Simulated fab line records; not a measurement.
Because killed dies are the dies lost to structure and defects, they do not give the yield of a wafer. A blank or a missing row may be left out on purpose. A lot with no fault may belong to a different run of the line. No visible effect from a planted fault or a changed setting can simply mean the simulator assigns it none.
fab line records	flow gf180mcu
[record] lots = 15	wafers = 45	last_day = 34
route steps=602 shown CONTACT@301 M1@329 V1@352
lots untouched by any fault: they come from a run of this same line in which no faults occurred
start_h: hours from the record's first day to the start of the lot's first wafer shown	wait_h: hours elapsed since this lot's preceding step	" identical to the entry in the row above	L1.1+2: several wafers, shown together as one row	- no value, or no start was given	* or withheld: withheld	< > ~ a bound
route shown NAME@n: NAME is a module with steps in the file, n the number in the route of the first one	usual: the fault-free wafers' mean and standard deviation	same: alike in all rows	chamber/n: place in a boat	sites: the reading at each site	_std_site: their standard deviation	_edge_site: outer sites' mean less inner sites'	radius_mm: for every site, how far away it sits from the centre of the wafer	mask NAME#n: copy n	behind: tool/chamber where the wafer was last shaped	hold: reason for holding the lot/hours on hold/outcome of the hold	device: whichever transistor did not switch (one of n, p or np)	end of line: the same wafers' tests at the end of the route	a step with no rows: only its recipe	killed: count of dies lost to structure and defects at first sort (not the wafer's yield)	map: shows each die of a wafer: x if killed, . if not, _ if none is there
set.NAME: the setting that was run; set.NAME@STEP: the one run at that earlier step	model.NAME: the simulator's own value behind a step, which no gauge read
steps of the route over a sample of lots; a table a step, a row a wafer
services: a tool's chamber out of use, with start hour (start_h, from the record's first day; less than 0 if before it), hours out, and reason
[[steps]]
[step GF_CONTACT_CD_MEAS_14]
[recipe] target_cd_nm = 220
[usual] cd_nm = 220.0/1.4
lot.wafer	tool	chamber	start_h	wait_h	cd_nm
L517.1	cd_sem-02	-	369.47	0.1	219.2
L517.4	"	-	"	"	219.6
L517.6	"	-	"	"	221.1
L518.1	cd_sem-01	-	375.01	0.1	221.9
L518.2	"	-	"	"	220.4
L518.3	"	-	"	"	219.7
L519.2	cd_sem-01	-	389.79	0.1	219.8
L519.3	"	-	"	"	220.3
L519.5	"	-	"	"	220.5
L520.2	cd_sem-02	-	406.57	0.1	220.4
L520.4	"	-	"	"	219.9
L520.5	"	-	"	"	221.9
L524.3	cd_sem-02	-	435.91	0.1	218.2
L524.5	"	-	"	"	217.8
L524.6	"	-	"	"	218.3
L523.1	cd_sem-02	-	440.02	0.1	220.2
L523.4	"	-	"	"	219.4
L523.5	"	-	"	"	219.9
L528.3	cd_sem-02	-	475.64	0.1	221.4
L528.4	"	-	"	"	221.2
L528.6	"	-	"	"	221.9
L529.2	cd_sem-02	-	477.43	0.1	220.3
L529.3	"	-	"	"	221.3
L529.6	"	-	"	"	221.4
L530.2	cd_sem-02	-	487.39	0.1	216.8
L530.3	"	-	"	"	219.5
L530.6	"	-	"	"	220.2
L533.1	cd_sem-01	-	515.86	0.1	218.8
L533.4	"	-	"	"	219.5
L533.6	"	-	"	"	218.2
L535.4	cd_sem-02	-	535.92	0.1	221.4
L535.5	"	-	"	"	220.8
L535.6	"	-	"	"	219.8
L536.3	cd_sem-02	-	543.96	0.1	221.2
L536.5	"	-	"	"	219.6
L536.6	"	-	"	"	221.9
L538.3	cd_sem-01	-	550.19	0.1	221.8
L538.4	"	-	"	"	219.1
L538.6	"	-	"	"	219.3
L540.3	cd_sem-01	-	566.71	0.1	222.2
L540.4	"	-	"	"	222.5
L540.6	"	-	"	"	222.9
L539.1	cd_sem-02	-	568.82	0.1	219.4
L539.2	"	-	"	"	218.9
L539.5	"	-	"	"	220.4
[step GF_CONTACT_CVD_24]
[recipe] material = W	target_thk_nm = 300	time_s = 90.339	temp_c = 400	pressure_torr = 40
[usual] heater_power_w = 820/99
[same] time_s = 90.339
lot.wafer	tool	chamber	start_h	wait_h	heater_power_w
L517.1	cvd_w-02	0	370.19	0.0	883
L517.4	"	0	"	"	924
L517.6	"	1	"	"	778
L518.1	cvd_w-01	0	375.74	0.0	937
L518.2	"	1	"	"	636
L518.3	"	1	"	"	661
L519.2	cvd_w-01	0	390.49	0.0	939
L519.3	"	1	"	"	632
L519.5	"	0	"	"	909
L520.2	cvd_w-01	1	407.27	0.0	649
L520.4	"	0	"	"	904
L520.5	"	1	"	"	656
L524.3	cvd_w-02	1	436.62	0.1	807
L524.5	"	1	"	"	793
L524.6	"	0	"	"	838
L523.1	cvd_w-02	1	440.74	0.0	804
L523.4	"	0	"	"	867
L523.5	"	0	"	"	852
L528.3	cvd_w-01	0	476.35	0.1	957
L528.4	"	1	"	"	663
L528.6	"	0	"	"	894
L529.2	cvd_w-02	0	478.13	0.0	864
L529.3	"	1	"	"	822
L529.6	"	0	"	"	857
L530.2	cvd_w-01	1	488.09	0.0	642
L530.3	"	0	"	"	931
L530.6	"	0	"	"	923
L533.1	cvd_w-01	1	516.58	0.0	675
L533.4	"	0	"	"	939
L533.6	"	1	"	"	649
L535.4	cvd_w-02	1	536.71	0.1	817
L535.5	"	1	"	"	806
L535.6	"	0	"	"	835
L536.3	cvd_w-01	1	544.70	0.1	652
L536.5	"	1	"	"	658
L536.6	"	0	"	"	935
L538.3	cvd_w-02	0	550.91	0.1	849
L538.4	"	1	"	"	803
L538.6	"	0	"	"	847
L540.3	cvd_w-02	1	567.42	0.1	812
L540.4	"	0	"	"	874
L540.6	"	0	"	"	843
L539.1	cvd_w-02	1	569.54	0.0	808
L539.2	"	0	"	"	850
L539.5	"	1	"	"	811
[step GF_M1_CD_MEAS_14]
[recipe] target_cd_nm = 230
[usual] cd_nm = 230.0/1.3
lot.wafer	tool	chamber	start_h	wait_h	cd_nm
L517.1	cd_sem-01	-	394.11	0.1	229.8
L517.4	"	-	"	"	229.2
L517.6	"	-	"	"	229.5
L518.1	cd_sem-01	-	399.98	0.1	230.0
L518.2	"	-	"	"	230.6
L518.3	"	-	"	"	228.8
L519.2	cd_sem-01	-	415.38	0.1	230.9
L519.3	"	-	"	"	230.6
L519.5	"	-	"	"	229.9
L520.2	cd_sem-01	-	432.27	0.1	230.1
L520.4	"	-	"	"	230.1
L520.5	"	-	"	"	230.8
L524.3	cd_sem-02	-	462.55	0.1	230.0
L524.5	"	-	"	"	229.8
L524.6	"	-	"	"	231.2
L523.1	cd_sem-02	-	466.72	0.1	232.4
L523.4	"	-	"	"	230.9
L523.5	"	-	"	"	231.5
L528.3	cd_sem-02	-	501.45	0.1	229.0
L528.4	"	-	"	"	229.8
L528.6	"	-	"	"	229.8
L529.2	cd_sem-02	-	503.17	0.1	229.4
L529.3	"	-	"	"	231.3
L529.6	"	-	"	"	229.7
L530.2	cd_sem-02	-	513.38	0.1	229.5
L530.3	"	-	"	"	230.3
L530.6	"	-	"	"	231.6
L533.1	cd_sem-02	-	540.82	0.1	226.9
L533.4	"	-	"	"	227.6
L533.6	"	-	"	"	227.6
L535.4	cd_sem-02	-	560.61	0.1	229.3
L535.5	"	-	"	"	229.9
L535.6	"	-	"	"	228.8
L536.3	cd_sem-02	-	568.04	0.1	232.6
L536.5	"	-	"	"	232.0
L536.6	"	-	"	"	232.6
L538.3	cd_sem-02	-	574.30	0.1	228.4
L538.4	"	-	"	"	228.0
L538.6	"	-	"	"	226.9
L540.3	cd_sem-02	-	590.41	0.2	232.0
L540.4	"	-	"	"	232.0
L540.6	"	-	"	"	231.4
L539.1	cd_sem-01	-	592.51	0.1	229.3
L539.2	"	-	"	"	230.4
L539.5	"	-	"	"	230.7
[step GF_V1_ETCH_17]
[recipe] chemistry = C4F8/O2/Ar	mask_material = KrF	target = SiO2	stop_on = TiN	source_w = 1500	bias_w = 1200	pressure_mtorr = 40	c4f8_flow_sccm = withheld	O2_flow_sccm = 6	Ar_flow_sccm = 300	time_s = withheld	target_depth_a = 6300
[usual] bias_w = 1200/3.6	chamber_pressure_mTorr = 40.00/0.036	oes_product_au = 0.855/0.0044
lot.wafer	tool	chamber	start_h	wait_h	bias_w	chamber_pressure_mTorr	oes_product_au
L517.1	rie_diel-03	3	419	-	1197	40.03	0.855
L517.4	"	1	"	"	1200	40.00	0.854
L517.6	"	0	"	"	1200	39.94	0.852
L518.1	rie_diel-04	2	425	-	1202	39.95	0.853
L518.2	"	1	"	"	1201	39.96	0.853
L518.3	"	0	"	"	1196	40.06	0.855
L519.2	rie_diel-01	0	441	-	1203	39.97	0.858
L519.3	"	2	"	"	1199	39.97	0.861
L519.5	"	2	"	"	1201	40.01	0.857
L520.2	rie_diel-01	2	459	-	1206	40.02	0.859
L520.4	"	0	"	"	1201	40.00	0.854
L520.5	"	0	"	"	1199	39.98	0.858
L524.3	rie_diel-03	0	488	-	1200	40.02	0.858
L524.5	"	3	"	"	1195	40.01	0.863
L524.6	"	0	"	"	1198	40.04	0.853
L523.1	rie_diel-03	3	493	-	1202	39.99	0.852
L523.4	"	0	"	"	1203	40.08	0.856
L523.5	"	2	"	"	1204	40.03	0.855
L528.3	rie_diel-03	3	526	-	-	-	-
L528.4	"	0	"	"	-	-	-
L528.6	"	3	"	"	-	-	-
L529.2	rie_diel-03	0	528	-	-	-	-
L529.3	"	3	"	"	-	-	-
L529.6	"	1	"	"	-	-	-
L530.2	rie_diel-04	2	538	-	-	-	-
L530.3	"	0	"	"	-	-	-
L530.6	"	2	"	"	-	-	-
L533.1	rie_diel-01	0	565	-	1200	39.99	0.852
L533.4	"	2	"	"	1191	40.00	0.857
L533.6	"	1	"	"	1199	40.05	0.857
L535.4	rie_diel-03	2	584	-	1196	39.98	0.855
L535.5	"	3	"	"	1196	40.01	0.857
L535.6	"	2	"	"	1198	40.00	0.848
L536.3	rie_diel-01	2	591	-	1196	40.05	0.854
L536.5	"	0	"	"	1200	40.02	0.859
L536.6	"	3	"	"	1197	40.03	0.849
L538.3	rie_diel-04	1	597	-	1203	40.00	0.844
L538.4	"	3	"	"	1206	39.95	0.860
L538.6	"	2	"	"	1196	39.95	0.857
L540.3	rie_diel-04	2	613	-	1200	39.99	0.851
L540.4	"	0	"	"	1195	39.99	0.847
L540.6	"	1	"	"	1202	39.98	0.853
L539.1	rie_diel-03	3	616	-	1198	39.97	0.858
L539.2	"	2	"	"	1202	39.99	0.851
L539.5	"	3	"	"	1200	40.03	0.853
[step GF_V1_STRIP_18]
[recipe] chemistry = O2/N2	power_w = 1400	pressure_mtorr = 1500	platen_temp_c = 250	o2_flow_sccm = 3000	n2_flow_sccm = 300	overash_fraction = 0.5
[usual] chamber_pressure_mTorr = 1500.2/1.2	drypump_motor_current_A = 5.7/0.61	heater_power_w = 339/38	o2_flow_sccm = 3001/8.8	oes_product_au = 0.584/0.0043
lot.wafer	tool	chamber	start_h	wait_h	chamber_pressure_mTorr	drypump_motor_current_A	heater_power_w	o2_flow_sccm	oes_product_au	rf_hours_counter_h
L517.1	plasma_asher-04	1	419.91	-	1501.7	6.5	402	3009	0.587	79
L517.4	"	1	"	"	1500.9	6.4	392	3017	0.583	-
L517.6	"	1	"	"	1500.9	6.5	397	3014	0.596	-
L518.1	plasma_asher-02	0	425.86	-	1500.0	5.6	330	3007	0.589	75
L518.2	"	1	"	"	1502.0	6.5	322	3002	0.576	75
L518.3	"	1	"	"	1499.1	6.5	327	3010	0.585	-
L519.2	plasma_asher-02	0	441.76	-	1500.3	5.6	343	2996	0.586	77
L519.3	"	0	"	"	1500.9	5.6	344	3000	0.591	-
L519.5	"	1	"	"	1500.0	6.4	315	3007	0.585	-
L520.2	plasma_asher-04	0	459.16	-	1501.2	5.2	352	3002	0.582	3
L520.4	"	1	"	"	1500.0	6.5	397	2999	0.590	-
L520.5	"	0	"	"	1500.2	5.2	357	3003	0.588	-
L524.3	plasma_asher-01	0	488.64	-	1499.6	4.8	308	2991	0.592	-
L524.5	"	1	"	"	1501.2	5.4	283	3001	0.589	-
L524.6	"	0	"	"	1500.7	4.8	312	3010	0.585	-
L523.1	plasma_asher-02	0	493.49	-	1501.4	5.6	341	2988	0.578	82
L523.4	"	0	"	"	1501.3	5.6	339	2995	0.587	-
L523.5	"	0	"	"	1501.6	5.6	339	3008	0.585	-
L528.3	plasma_asher-04	1	526.39	-	1500.9	6.5	408	2992	0.663	-
L528.4	"	0	"	"	1499.1	5.2	355	2995	0.663	-
L528.6	"	0	"	"	1499.3	5.2	346	2992	0.659	-
L529.2	plasma_asher-01	0	528.26	-	1500.7	4.8	321	2994	0.663	75
L529.3	"	0	"	"	1498.1	4.8	310	2989	0.661	-
L529.6	"	1	"	"	1499.4	5.4	281	3005	0.660	-
L530.2	plasma_asher-02	1	538.56	-	1500.5	6.4	324	2995	0.659	86
L530.3	"	0	"	"	1498.8	5.6	333	2997	0.663	-
L530.6	"	0	"	"	1501.1	5.6	327	2999	0.661	-
L533.1	plasma_asher-04	1	565.34	-	1499.6	6.4	409	2980	0.587	13
L533.4	"	1	"	"	1500.2	6.4	406	3011	0.576	-
L533.6	"	1	"	"	1501.4	6.4	394	2988	0.589	-
L535.4	plasma_asher-04	1	584.14	-	1499.9	6.5	387	3016	0.584	-
L535.5	"	1	"	"	1500.1	6.4	398	3005	0.587	-
L535.6	"	0	"	"	1501.7	5.2	356	2991	0.592	-
L536.3	plasma_asher-01	1	591.58	-	1499.8	5.5	285	3010	0.594	-
L536.5	"	0	"	"	1499.8	4.8	307	3002	0.583	-
L536.6	"	1	"	"	1497.3	5.4	288	3005	0.587	-
L538.3	plasma_asher-02	0	597.63	-	1502.3	5.6	341	2994	0.587	-
L538.4	"	1	"	"	1501.3	6.5	316	3024	0.579	-
L538.6	"	1	"	"	1500.1	6.4	323	3011	0.585	-
L540.3	plasma_asher-01	1	613.49	-	1499.3	5.4	280	2992	0.584	-
L540.4	"	0	"	"	1502.1	4.8	309	3000	0.585	-
L540.6	"	1	"	"	1501.9	5.4	286	3000	0.582	-
L539.1	plasma_asher-02	0	616.16	-	1499.0	5.6	341	3009	0.590	94
L539.2	"	1	"	"	1501.6	6.4	314	2989	0.582	94
L539.5	"	1	"	"	1499.8	6.4	318	3003	0.585	-
[[services]]
tool	chamber	start_h	hours	kind
cvd_w-01	-	351.88	6.9	pm
rie_diel-01	2	353.22	1.6	repair
rie_diel-01	0	378.11	6.2	repair
cvd_w-02	-	390.00	14.0	pm
plasma_asher-04	-	399.78	0.3	repair
cvd_w-02	-	404.00	6.9	pm
rie_diel-03	2	410.30	2.1	repair
rie_diel-03	3	415.73	3.7	repair
plasma_asher-04	-	421.30	9.0	pm
cvd_w-01	-	435.56	2.8	pm
cvd_w-01	1	460.58	14.3	repair
cvd_w-01	-	477.80	0.5	repair
plasma_asher-04	-	479.21	14.8	repair
plasma_asher-02	-	479.80	4.0	repair
rie_diel-01	0	480.10	12.4	repair
plasma_asher-01	-	483.89	2.8	pm
cvd_w-01	-	492.54	0.6	repair
rie_diel-04	-	494.36	0.7	repair
plasma_asher-04	-	503.77	2.8	pm
plasma_asher-02	-	527.15	0.7	repair
cvd_w-02	-	538.91	0.3	repair
cvd_w-01	1	545.59	4.9	repair
rie_diel-03	1	559.39	1.6	repair
cvd_w-01	-	589.52	0.3	repair
[[key]]
[first_sign] step = GF_V1_ETCH_17	reading = tool_record	direction = missing
[effect] step = GF_V1_STRIP_18	reading = oes_product_au	direction = up	sigmas = 18	usual = 0.584	struck = 0.661
met_at GF_V1_ETCH_17
struck_lots L528,L529,L530
later_rows_left_out L528.3,L528.4,L528.6,L529.2,L529.3,L529.6,L530.2,L530.3,L530.6
sort_left_out L528.3,L528.4,L528.6,L529.2,L529.3,L529.6,L530.2,L530.3,L530.6
not_acting_at GF_CONTACT_CD_MEAS_14,GF_CONTACT_CVD_24,GF_M1_CD_MEAS_14
onset_between 493 526
[fault] kind = skipped_step_whole	tool = rie_diel-03,rie_diel-04	chamber = -	onset_h = 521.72	steps = GF_V1_ETCH_17	scope = struck_lots_only
// sort_left_out: the simulated sort isn't trusted on such a fault, so these wafers' sort isn't shown, and their yield isn't known
// later_rows_left_out: the simulator's readings of these wafers behind a module that went badly wrong aren't trusted and aren't shown, but for the sort
